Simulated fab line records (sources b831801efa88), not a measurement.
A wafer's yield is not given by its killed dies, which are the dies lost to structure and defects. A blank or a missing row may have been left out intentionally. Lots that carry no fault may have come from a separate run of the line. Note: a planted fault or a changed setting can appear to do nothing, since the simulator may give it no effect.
A single fault, viewed from 2 desks    flow gf180mcu    only its own numbers are on each desk; what lay behind them is given at the end

## AT THE METROLOGY DESK
Lot by lot, what the gauges showed, no matter which tool ran the lot: averages of those sampled wafers that carry a number. A lot is out of limits, marked OUT, if its mean lies more than 4 standard deviations from the usual mean; the brackets give that distance.
Columns: A = INCOMING_BOW at GF_STI_BOW_MEAS_00, usual 0 um; B = STI_OXIDATION_THK at GF_STI_THK_MEAS_02, usual 10.07 nm; C = LVPWELL_OVL at GF_LVPWELL_OVL_MEAS_07, usual -0.8 nm; D = NWELL_RS at GF_VT_IMPLANT_RS_MEAS_47, usual 487.4 ohm/sq; E = LVPWELL_RS at GF_VT_IMPLANT_RS_MEAS_48, usual 1192 ohm/sq
lot   first seen here  A   B      C     D                 E
L322  day 1 15:00      -3  9.79   -3.9  488.1             1193
L323  day 1 20:00      3   10.08  0.7   487.3             1195
L324  day 2 01:00      -2  9.99   -1.6  484.8             1195
L325  day 2 06:00      -4  9.92   -1.2  485.8             1196
L326  day 2 11:00      0   10.11  0.0   485.7             1191
L328  day 2 21:00      3   9.93   -1.2  487.4             1190
L329  day 3 02:02      0   9.92   -0.9  489.2             1193
L332  day 3 17:00      -6  10.44  -2.2  478.6 (-6.8) OUT  1192
L333  day 3 22:01      5   10.08  -0.5  478.5 (-6.8) OUT  1188
L339  day 5 04:00      -1  10.03  1.3   485.8             1193
L342  day 5 19:02      3   10.17  -2.5  487.4             1194
L343  day 6 00:00      -6  9.96   -0.5  486.3             1192
L344  day 6 05:00      2   10.21  0.1   488.0             1195
This desk's result: L332, L333 out of limits, first on L332 (NWELL_RS at GF_VT_IMPLANT_RS_MEAS_47), day 10 19:33. L322, L323, L324, L325, L326, L328, L329, L339, L342, L343, L344 stayed within limits.

## FOR THE TOOL OWNER'S DESK: implanter-04
For each lot that ran on this tool, the mean over its sampled wafers that have a number, from the tool's own readings at GF_NWELL_IMPLANT_08. A lot is out of limits, marked OUT, if its mean lies more than 4 standard deviations from the usual mean; the brackets give that distance.
Columns: A = beam energy keV at GF_NWELL_IMPLANT_08, usual 450.00; B = faraday current uA at GF_NWELL_IMPLANT_08, usual 84.6; C = tilt deg at GF_NWELL_IMPLANT_08, usual 0.004 degrees
lot   first seen here  A                         B     C
L322  day 3 12:32      449.93                    85.0  0.014
L325  day 4 03:50      449.88                    84.6  -0.006
L328  day 4 21:46      449.97                    85.5  -0.004
L332  day 5 21:08      494.45 (+99 or more) OUT  85.1  -0.012
L333  day 6 03:23      494.55 (+99 or more) OUT  83.8  0.008
Finding of this desk: L332, L333 out of limits; the first was L332 at day 5 21:08, on beam energy keV at GF_NWELL_IMPLANT_08. L322, L325, L328 stayed within limits.

## BROUGHT TOGETHER
An alarm could have come from the tool owner's desk at day 5 21:08, on L332, L333.
The metrology desk could have raised an alarm at day 10 19:33, on L332, L333.
GF_NWELL_IMPLANT_08 was run on implanter-04 by each of the lots named.

## WHAT WAS PUT IN BY THE SIMULATOR
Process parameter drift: implanter-04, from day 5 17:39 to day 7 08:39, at GF_NWELL_IMPLANT_08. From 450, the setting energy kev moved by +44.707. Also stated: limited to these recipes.
Lots struck among those shown: L332, L333.
Time in hours from fault onset to the first out-of-limits reading at each desk: tool owner's desk 3, metrology desk 122.
